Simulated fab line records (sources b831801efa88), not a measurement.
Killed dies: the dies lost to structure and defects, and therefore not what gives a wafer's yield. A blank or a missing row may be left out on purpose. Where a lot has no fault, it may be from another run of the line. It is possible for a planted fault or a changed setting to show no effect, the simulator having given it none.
Comparing a struck lot with a sound one -- flow sky130 -- 43 steps out of a route of 708
Sound: the wafers L143.2, L143.3, L143.6. Wafers L150.1, L150.2, L150.3 were the ones struck. The cause is given at the end.
Per side, at each step with rows, come the tool, then ch with its chambers, and then its first start. Under that, the readings that differ: sound wafers -- struck wafers -- difference of the means -- sigmas: that difference in standard deviations of wafers without a fault.
alike: readings whose means differ by less than 2 such deviations, and words and numbers that are the same on both sides. not compared: withheld readings, readings that some wafer has no value for, bounds like >300 that may hide the same value, and numbers for which the record gives no deviation and whose values overlap.
Wherever a step has rows on one side only, a row that says differs or no value, or a row with sigmas, the two part there. Numbers that don't overlap but have no deviation are shown without sigmas and don't part them. Lack of a reading on every wafer of one side parts them only where that side has two or more wafers.

first, 7 steps without rows for these wafers: SKY_CAPM_DEHYDRATE_05 (time 60 s); SKY_CAPM_HMDS_06 (prime time 60 s); SKY_CAPM_COAT_07 (resist thk 1140 nm); SKY_CAPM_SOFTBAKE_08 (time 60 s); SKY_CAPM_EXPOSE_09 (exposes mask CAPM, target cd 1000 nm); SKY_CAPM_PEB_10; SKY_CAPM_DEVELOP_11 (develop time 60 s).
SKY_CAPM_OVL_MEAS_12:
  sound on overlay-01, day 40 15:55; struck on overlay-02, day 42 04:04
  alike: CAPM_OVL
then, 1 step without rows for these wafers: SKY_CAPM_METAL_ETCH_13 (etches TiN in Cl2/BCl3, stops on SiO2, target depth 220 nm, time 62.9 s).
SKY_CAPM_STRIP_14: strips in O2/N2.
  sound on plasma-asher-02 ch 1, day 40 16:01; struck on plasma-asher-03 ch 0,1, day 42 04:10
  alike: drypump-motor-current-A, oes-product-au, strip-time-to-endpoint-s
  not compared: rf-hours-counter-h
then, 2 steps without rows for these wafers: SKY_CAPM_STRIP_15 (strips in post etch residue remover, time 1200 s); SKY_CAPM_CLEAN_16 (cleans in IPA, time 180 s).
SKY_CAPM_CLEAN_17: cleans in O3/DIW.
  sound on wet-bench-01 ch 2, day 40 16:31; struck on wet-bench-03 ch 0, day 42 04:40
then, 8 steps without rows for these wafers: SKY_METAL3_DEHYDRATE_05 (time 60 s); SKY_METAL3_HMDS_06 (prime time 60 s); SKY_METAL3_COAT_07 (resist thk 60 nm); SKY_METAL3_COAT_08 (resist thk 1140 nm); SKY_METAL3_SOFTBAKE_09 (time 90 s); SKY_METAL3_EXPOSE_10 (exposes mask MM3, target cd 300 nm); SKY_METAL3_PEB_11; SKY_METAL3_DEVELOP_12 (develop time 60 s).
SKY_METAL3_CD_MEAS_13 targets a cd of 300 nm.
  sound on cd-sem-01, day 41 15:20; struck on cd-sem-01, day 43 04:10
  alike: cd-nm
SKY_METAL3_OVL_MEAS_14:
  sound on overlay-01, day 41 15:26; struck on overlay-02, day 43 04:17
  alike: METAL3_OVL
SKY_METAL3_DESCUM_15: chemistry O2, time 8 s.
  sound on rie-metal-01 ch 0,1, day 41 15:28; struck on rie-metal-03 ch 0,1, day 43 04:19
  alike: drypump-motor-current-A, oes-product-au
  not compared: rf-hours-counter-h
SKY_METAL3_ETCH_16: etches BARC in N2/H2, stops on SiO2, time 88.2 s, target depth 60 nm.
  sound on rie-metal-01 ch 0,1, day 41 15:30; struck on rie-metal-03 ch 0,1, day 43 04:21
  alike: drypump-motor-current-A, oes-product-au, throttle-valve-pct
  not compared: rf-hours-counter-h
SKY_METAL3_ETCH_17: etches SiO2 in C4F8/O2/Ar, stops on TiN, time 3.9 s, target depth 15 nm.
  sound on rie-diel-04 ch 1,2, day 41 15:36; struck on rie-diel-02 ch 0,1,2, day 43 04:27
  alike: oes-product-au
then, 6 steps without rows for these wafers: SKY_METAL3_METAL_ETCH_18 (etches the open film in Cl2/BCl3, stops on SiO2, target depth 845 nm, time 183.1 s); SKY_METAL3_STRIP_19 (strips in O2/N2); SKY_METAL3_STRIP_20 (strips in post etch residue remover, time 1200 s); SKY_METAL3_CLEAN_21 (cleans in IPA, time 180 s); SKY_METAL3_CLEAN_22 (cleans in O3/DIW); SKY_VIA3_HDPCVD_00 (deposits SiO2, target thk 1635 nm, time 272.5 s).
SKY_VIA3_THK_MEAS_01:
  sound on film-metro-02, day 41 16:35; struck on film-metro-04, day 43 05:27
reading,sound,struck,difference,sigmas
VIA3_HDPCVD_THK (nm),1629 1590 1600,1638 1643 1641,+34,+2
SKY_VIA3_CMP_02: polishes SiO2.
  sound on cmp-02 ch 1,2, day 41 16:38; struck on cmp-01 ch 0,1,3, day 43 05:31
reading,sound,struck,difference,sigmas
slurry-filter-dp-kPa (kPa),13.67 13.66 13.42,13.36 13.03 13.36,-0.33,-2
  alike: motor-current-A
SKY_VIA3_BOW_MEAS_03:
  sound on film-metro-02, day 41 16:57; struck on film-metro-02, day 43 05:49
  alike: VIA3_BOW
then, 7 steps without rows for these wafers: SKY_VIA3_DEHYDRATE_04 (time 60 s); SKY_VIA3_HMDS_05 (prime time 60 s); SKY_VIA3_COAT_06 (resist thk 60 nm); SKY_VIA3_COAT_07 (resist thk 450 nm); SKY_VIA3_SOFTBAKE_08 (time 90 s); SKY_VIA3_EXPOSE_09 (exposes mask VIM3, target cd 200 nm); SKY_VIA3_PEB_10.
-- the record jumps here: 6 days lie between the struck wafers' starts before and after (it left off in module VIA3 and takes up again in module PAD_OPEN, whose first step shown is number 708 of the route) --
SKY_PAD_OPEN_PROBE_99:
  sound on prober-02, day 48 07:50; struck on prober-01, day 49 14:52
reading,sound,struck,difference,sigmas
defect-limited-yield (%),84.3 82.1 83.9,76.0 73.4 73.6,-9.1,-5
killed-at-other,0 0 0,45 51 50,+49,+99 or more
killed-dies,77 88 79,118 131 130,+45,+5
sort_bin_5_function (%),11.2 10.2 9.6,15.2 18.3 16.7,+6.4,+5
sort-n-pass,415 404 413,374 361 362,-45,-5
sort-yield-pct (%),84.3 82.1 83.9,76.0 73.4 73.6,-9.1,-5
model.etest.tester.sort-n-pass,415 404 413,374 361 362,-45,
model.etest.tester.sort-yield-pct (%),84.35 82.11 83.94,76.02 73.37 73.58,-9.14,
model.etest.tester.sort_bin_5_pct (%),11.18 10.16 9.553,15.24 18.29 16.67,+6.44,
  alike: killed_at_M0_to_M3, killed_at_M4_up, killed-at-contacts, killed-at-front-end, killed-open, killed-short, sort_bin_3_pad_short, sort_bin_6_memory
  not compared: model.etest.tester.sort_bin_3_pct

WHERE THEY PART
First at SKY_VIA3_THK_MEAS_01; last, within this record, at SKY_PAD_OPEN_PROBE_99.

WHY: what had been put in by the simulator
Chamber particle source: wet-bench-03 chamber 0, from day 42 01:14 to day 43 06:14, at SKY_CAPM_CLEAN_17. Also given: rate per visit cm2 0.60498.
